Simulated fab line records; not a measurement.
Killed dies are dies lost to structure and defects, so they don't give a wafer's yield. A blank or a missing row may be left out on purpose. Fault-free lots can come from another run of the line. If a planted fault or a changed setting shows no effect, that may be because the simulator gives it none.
fab line records -- flow sfq-line
record: lots: 13, wafers: 39, last-day: 89
route steps=325 shown I3@145
lots untouched by any fault: they come from a run of this same line in which no faults occurred
start-h: hours from the record's first day to the start of the lot's first wafer shown -- wait-h: hours from the lot's prior step to this one -- " unchanged from the row above -- L1.1+2: one row covering several wafers at once -- - value missing, or start not given -- * or withheld: withheld -- < > ~ a bound
route shown NAME@n: NAME is a module with steps in the file, n the number in the route of the first one -- usual: mean and standard deviation over wafers with no fault -- same: alike in all rows -- chamber/n: place in a boat -- sites: readings site by site -- _std_site: standard deviation across them -- _edge_site: outer sites' mean less inner sites' -- radius-mm: for every site, how far away it sits from the centre of the wafer -- mask NAME#n: copy n -- behind: the most recent tool/chamber to have shaped the wafer -- hold: why the lot was held/for how many hours/how that ended -- device: transistor that didn't switch, given as n, p or np -- end of line: at the end of the route, the tests of the same wafers -- a step without rows: its recipe alone -- killed: not the wafer's yield, but the dies lost to structure and defects at the first sort -- map: shows each die of a wafer: x if killed, . if not, _ if none is there
set.NAME: the setting the step ran with; set.NAME@STEP: the setting that earlier step ran with -- model.NAME: the simulator's own value behind a step, which no gauge read
the route's steps for a sample of lots (tables are steps, rows are wafers)
services: a tool's chamber out of use, with start hour (start-h, from the record's first day; less than 0 if before it), hours out, and reason
== steps ==
step: SFQ_TRILAYER_I3_VIA_ETCH_VIA_ETCH_088
recipe: target: SiO2, stop-on: Nb, mask-material: PR, taper-deg: 20, chemistry: CHF3, target-depth-nm: 260, source-w: 500, bias-w: 80, pressure-mtorr: 30, time-s: withheld
usual: drypump-motor-current-A: 6.0/0.52, oes-product-au: 0.854/0.0053, rf-fwd-power-W: 498.4/1.7
lot.wafer,tool,chamber,start-h,wait-h,drypump-motor-current-A,oes-product-au,rf-fwd-power-W
L785.1,rie-diel-03,1,1031.35,0.0,6.2,0.850,500.0
L785.4,rie-diel-03,0,1031.35,0.0,5.8,0.856,498.9
L785.5,rie-diel-03,2,1031.35,0.0,6.3,0.848,495.7
L786.1,rie-diel-04,1,1153.93,0.0,6.7,0.858,500.1
L786.5,rie-diel-04,2,1153.93,0.0,5.6,0.858,496.9
L786.6,rie-diel-04,1,1153.93,0.0,6.6,0.856,499.5
L787.1,rie-diel-04,0,1156.33,0.0,5.0,0.852,496.2
L787.2,rie-diel-04,1,1156.33,0.0,6.7,0.849,497.2
L787.4,rie-diel-04,2,1156.33,0.0,5.5,0.862,498.4
L788.3,rie-diel-03,2,1162.33,0.0,6.3,0.860,500.7
L788.4,rie-diel-03,0,1162.33,0.0,5.7,0.867,497.5
L788.6,rie-diel-03,0,1162.33,0.0,5.7,0.852,494.6
L789.1,rie-diel-04,2,1164.73,0.0,5.6,0.862,494.8
L789.2,rie-diel-04,3,1164.73,0.0,5.8,0.851,497.5
L789.4,rie-diel-04,0,1164.73,0.0,5.0,0.851,498.1
L790.1,rie-diel-04,1,1170.73,0.0,6.6,0.856,497.3
L790.2,rie-diel-04,3,1170.73,0.0,5.8,0.844,500.3
L790.5,rie-diel-04,0,1170.73,0.0,5.0,0.859,495.9
L791.1,rie-diel-04,3,1175.53,0.0,5.8,0.856,577.2
L791.3,rie-diel-04,1,1175.53,0.0,6.6,0.855,502.2
L791.6,rie-diel-04,0,1175.53,0.0,5.1,0.855,498.9
L795.3,rie-diel-02,3,1202.68,0.0,6.3,0.860,495.6
L795.4,rie-diel-02,2,1202.68,0.0,6.4,0.846,500.0
L795.6,rie-diel-02,1,1202.68,0.0,5.0,0.853,496.3
L801.1,rie-diel-02,1,1240.67,0.0,5.0,0.847,498.0
L801.2,rie-diel-02,2,1240.67,0.0,6.4,0.863,499.8
L801.6,rie-diel-02,1,1240.67,0.0,5.0,0.861,498.1
L802.1,rie-diel-02,3,1327.60,0.0,6.3,0.842,496.6
L802.2,rie-diel-02,0,1327.60,0.0,6.1,0.860,499.0
L802.5,rie-diel-02,2,1327.60,0.0,6.4,0.857,499.0
L803.2,rie-diel-02,0,1338.40,0.0,6.0,0.853,500.9
L803.5,rie-diel-02,2,1338.40,0.0,6.4,0.852,495.2
L803.6,rie-diel-02,3,1338.40,0.0,6.3,0.854,496.8
L804.1,rie-diel-02,3,1348.00,0.0,6.3,0.859,499.7
L804.4,rie-diel-02,2,1348.00,0.0,6.4,0.842,497.2
L804.5,rie-diel-02,3,1348.00,0.0,6.3,0.857,499.7
L805.2,rie-diel-02,1,1356.52,0.0,5.0,0.849,499.2
L805.4,rie-diel-02,3,1356.52,0.0,6.3,0.850,496.9
L805.6,rie-diel-02,3,1356.52,0.0,6.3,0.853,498.9
== services ==
tool,chamber,start-h,hours,kind
rie-diel-03,2,1069.33,7.4,repair
rie-diel-03,3,1089.02,16.1,repair
rie-diel-03,0,1090.02,2.2,repair
rie-diel-04,1,1122.11,-,clean
rie-diel-04,1,1122.11,18.2,scheduled-down
rie-diel-04,1,1122.11,18.2,vent-cycle
rie-diel-03,-,1123.68,0.6,repair
rie-diel-03,3,1125.27,9.4,repair
rie-diel-03,0,1134.12,4.3,repair
rie-diel-04,0,1139.27,10.6,repair
rie-diel-03,0,1142.29,6.1,repair
rie-diel-03,0,1164.15,9.3,repair
rie-diel-03,1,1191.27,33.9,repair
rie-diel-02,1,1194.41,3.9,repair
rie-diel-03,0,1220.99,9.1,repair
rie-diel-03,0,1230.11,-,clean
rie-diel-03,0,1230.11,12.5,scheduled-down
rie-diel-03,0,1230.11,12.5,vent-cycle
rie-diel-03,3,1269.27,9.4,repair
rie-diel-04,2,1271.91,2.7,repair
rie-diel-03,0,1273.77,11.9,repair
rie-diel-03,0,1291.16,16.4,repair
rie-diel-03,1,1311.76,6.7,repair
== key ==
first-sign: step: SFQ_TRILAYER_I3_VIA_ETCH_VIA_ETCH_088, reading: rf-fwd-power-W, direction: up, sigmas: 46, usual: 498.4, struck: 577.2
effect none on later readings
met-at SFQ_TRILAYER_I3_VIA_ETCH_VIA_ETCH_088
struck-lots L791
struck-wafers L791.1
onset-between 1170.73 1175.53
fault: kind: process-parameter-drift, tool: rie-diel-04, chamber: 3, onset-h: 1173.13, steps: SFQ_TRILAYER_I3_VIA_ETCH_VIA_ETCH_088, channel: source-w, offset: 80, shape: step, end-h: 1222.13, acts-in: these-recipes-only, stated: 500
